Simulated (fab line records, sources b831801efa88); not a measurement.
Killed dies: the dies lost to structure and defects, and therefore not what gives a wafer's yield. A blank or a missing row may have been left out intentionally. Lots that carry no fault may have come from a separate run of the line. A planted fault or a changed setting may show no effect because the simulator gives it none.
Struck lot and sound lot, side by side ; flow gf180mcu ; 20 steps out of a route of 602
Sound: the wafers L343.2, L343.3, L343.4. The struck wafers were L334.1, L334.3, L334.6. The cause comes at the end.
At each step with rows: each side's tool, then ch and its chambers, then its first start. Under that, the readings that differ: sound wafers ; struck wafers ; difference of the means ; sigmas: that difference in standard deviations of wafers without a fault.
alike: words and numbers the same on both sides, and readings whose means are apart by under 2 such deviations; not compared: readings that were withheld, readings missing a value for some wafer, numbers with overlapping values and no deviation given by the record, and bounds like >300 which may hide the same value.
The two part at a step that has a row with sigmas, a row that says differs or no value, or rows on one side only. Non-overlapping numbers with no deviation appear without sigmas and do not part them. A reading missing from all wafers of one side parts the sides only when that side holds two or more wafers.

GF_POLY_GATE_ETCH_13: etches poly-Si in HBr/Cl2, stops on SiO2, target depth 198.5 nm, time 69.6 s.
  sound on rie-si-01 ch 0,2,3, day 14 07:13; struck on rie-si-01 ch 2,3, day 11 10:52
  alike: drypump-motor-current-A, oes-product-au, throttle-valve-pct
  not compared: rf-hours-counter-h
GF_POLY_GATE_STRIP_14: strips in O2/N2.
  sound on plasma-asher-03 ch 0,1, day 14 07:16; struck on plasma-asher-01 ch 0,1, day 11 10:55
  alike: drypump-motor-current-A, heater-power-w, oes-product-au
  not compared: rf-hours-counter-h
then, 2 steps without rows for these wafers: GF_POLY_GATE_CLEAN_15 (cleans in SC1/SC2, time 150 s); GF_POLY_GATE_OXIDATION_16 (stabilise 600 s, purge 300 s, target thk 4 nm).
GF_POLY_GATE_THK_MEAS_17:
  struck on film-metro-02, day 11 14:07; sound on film-metro-04, day 14 08:41
  alike: POLY_GATE_OXIDATION_THK
GF_POLY_GATE_CD_MEAS_18:
  struck on cd-sem-02, day 11 14:11; sound on cd-sem-02, day 14 08:46
  alike: cd-nm
then, 6 steps without rows for these wafers: GF_HV_LDD_DEHYDRATE_00 (time 60 s); GF_HV_LDD_HMDS_01 (prime time 60 s); GF_HV_LDD_COAT_02 (resist thk 1000 nm); GF_HV_LDD_SOFTBAKE_03 (time 60 s); GF_HV_LDD_EXPOSE_04 (exposes mask Nplus LV AREA, target cd 400 nm); GF_HV_LDD_PEB_05.
GF_HV_LDD_DEVELOP_06: develop time 60 s.
  sound on litho-track-04 ch 0, day 15 05:23; struck on litho-track-02 ch 0, day 12 09:13
reading;sound;struck;difference;sigmas
exhaust-pa (Pa);45.2 46.7 46.7;44.2 43.5 44.1;-2.3;-3
GF_HV_LDD_CD_MEAS_07: target cd 400 nm.
  struck on cd-sem-01, day 12 09:22; sound on cd-sem-01, day 15 05:32
reading;sound;struck;difference;sigmas
cd-nm (nm);401.5 401.6 402.0;- - -;no value on the struck wafers;
GF_HV_LDD_OVL_MEAS_08:
  struck on overlay-01, day 12 09:29; sound on overlay-02, day 15 05:38
reading;sound;struck;difference;sigmas
HV_LDD_OVL (nm);1.0 4.3 1.8;- - -;no value on the struck wafers;
then, 1 step without rows for these wafers: GF_HV_LDD_IMPLANT_09.
GF_HV_LDD_STRIP_10: strips in O2/N2.
  sound on plasma-asher-02 ch 0,1, day 15 05:49; struck on plasma-asher-01 ch 0,1, day 12 09:40
  alike: drypump-motor-current-A, heater-power-w, oes-product-au, strip-time-to-endpoint-s
  not compared: rf-hours-counter-h
GF_HV_LDD_TW_MEAS_11:
  struck on film-metro-01, day 12 09:46; sound on film-metro-03, day 15 05:56
reading;sound;struck;difference;sigmas
HV_LDD_TW;2408 2406 2397;30 30 30;-2374;-99 or more
then, 1 step without rows for these wafers: GF_HV_LDD_DEHYDRATE_12 (time 60 s).
-- here the record skips 19 days between the struck wafers' starts before and after, leaving off in module HV_LDD and picking up in module PASSIVATION (first step shown: number 602 of the route) --
GF_PASSIVATION_PROBE_99:
  rows exist in the record for the struck wafers here (prober-01, day 31 10:17), but not for the sound ones

## WHERE THEY PART
First at GF_HV_LDD_DEVELOP_06; last, within this record, at GF_PASSIVATION_PROBE_99.

WHY: whatever the simulator had introduced
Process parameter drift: litho-track-02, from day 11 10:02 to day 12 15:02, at GF_HV_LDD_DEVELOP_06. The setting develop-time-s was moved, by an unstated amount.
